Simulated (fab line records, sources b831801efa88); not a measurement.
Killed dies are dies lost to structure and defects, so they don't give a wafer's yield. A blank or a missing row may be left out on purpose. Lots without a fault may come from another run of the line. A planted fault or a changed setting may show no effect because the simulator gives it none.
A struck lot beside a sound one | flow gf180mcu | 14 steps out of a route of 602
Sound: wafers L762.3, L762.4, L762.6. Struck: wafers L759.1, L759.4, L759.5. The cause comes at the end.
At each step with rows: each side's tool, then ch and its chambers, then its first start. Under that, the readings that differ: sound wafers | struck wafers | difference of the means | sigmas: that difference in standard deviations of wafers without a fault.
alike: readings whose means differ by less than 2 such deviations, and words and numbers that are the same on both sides. not compared: withheld readings, readings that some wafer has no value for, bounds like >300 that may hide the same value, and numbers for which the record gives no deviation and whose values overlap.
The two part at a step that has a row with sigmas, a row that says differs or no value, or rows on one side only. Numbers that don't overlap but have no deviation are shown without sigmas and don't part them. A reading that every wafer of one side lacks parts them only if that side has two wafers or more.

GF_TOP_METAL_SPUTTER_01: material TiN, target thk 30 nm, time 25 s.
  sound on pvd_sputter-04, day 32 15:07; struck on pvd_sputter-04, day 31 22:47
  alike: throttle_valve_pct
GF_TOP_METAL_SPUTTER_02: material AlCu, target thk 900 nm, time 47.82 s.
  sound on pvd_sputter-04, day 32 15:09; struck on pvd_sputter-04, day 31 22:49
  alike: substrate_temp_c, throttle_valve_pct
GF_TOP_METAL_SPUTTER_03: material Ti, target thk 5 nm, time 3.3 s.
  sound on pvd_sputter-04, day 32 15:12; struck on pvd_sputter-04, day 31 22:51
  alike: substrate_temp_c, throttle_valve_pct
GF_TOP_METAL_SPUTTER_04: material TiN, target thk 25 nm, time 20.8 s.
  sound on pvd_sputter-04, day 32 15:13; struck on pvd_sputter-04, day 31 22:52
  alike: throttle_valve_pct
GF_TOP_METAL_RS_MEAS_05: measures by four-point-probe.
  sound on film_metro-04, day 32 15:17; struck on film_metro-02, day 31 22:54
  alike: TOP_METAL_ALCU_RS
GF_TOP_METAL_THK_MEAS_06: measures by xrf.
  sound on film_metro-04, day 32 15:23; struck on film_metro-02, day 31 23:01
  alike: TOP_METAL_ALCU_THK
then, 6 steps without rows for these wafers: GF_TOP_METAL_DEHYDRATE_07 (time 60 s); GF_TOP_METAL_HMDS_08 (prime time 60 s); GF_TOP_METAL_COAT_09 (resist thk 1500 nm); GF_TOP_METAL_SOFTBAKE_10 (time 60 s); GF_TOP_METAL_EXPOSE_11 (exposes mask MetalTop, target cd 440 nm); GF_TOP_METAL_PEB_12.
GF_TOP_METAL_DEVELOP_13: develop time 60 s.
  sound on litho_track-02 ch 0, day 33 07:18; struck on litho_track-04, day 32 15:17
  no value came back on the struck wafers for chill_plate_temp_C (C), develop_time_s (s); on the sound wafers chill_plate_temp_C (C) reads 23.06 23.13 23.04
GF_TOP_METAL_CD_MEAS_14: target cd 440 nm.
  sound on cd_sem-01, day 33 07:26; struck on cd_sem-02, day 32 15:26
  reading    | sound             | struck | difference                    | sigmas
  cd_nm (nm) | 442.1 441.3 439.7 | - - -  | no value on the struck wafers |

WHERE THEY PART
First at GF_TOP_METAL_DEVELOP_13; last, within this record, at GF_TOP_METAL_CD_MEAS_14.

WHY: what the simulator had put in
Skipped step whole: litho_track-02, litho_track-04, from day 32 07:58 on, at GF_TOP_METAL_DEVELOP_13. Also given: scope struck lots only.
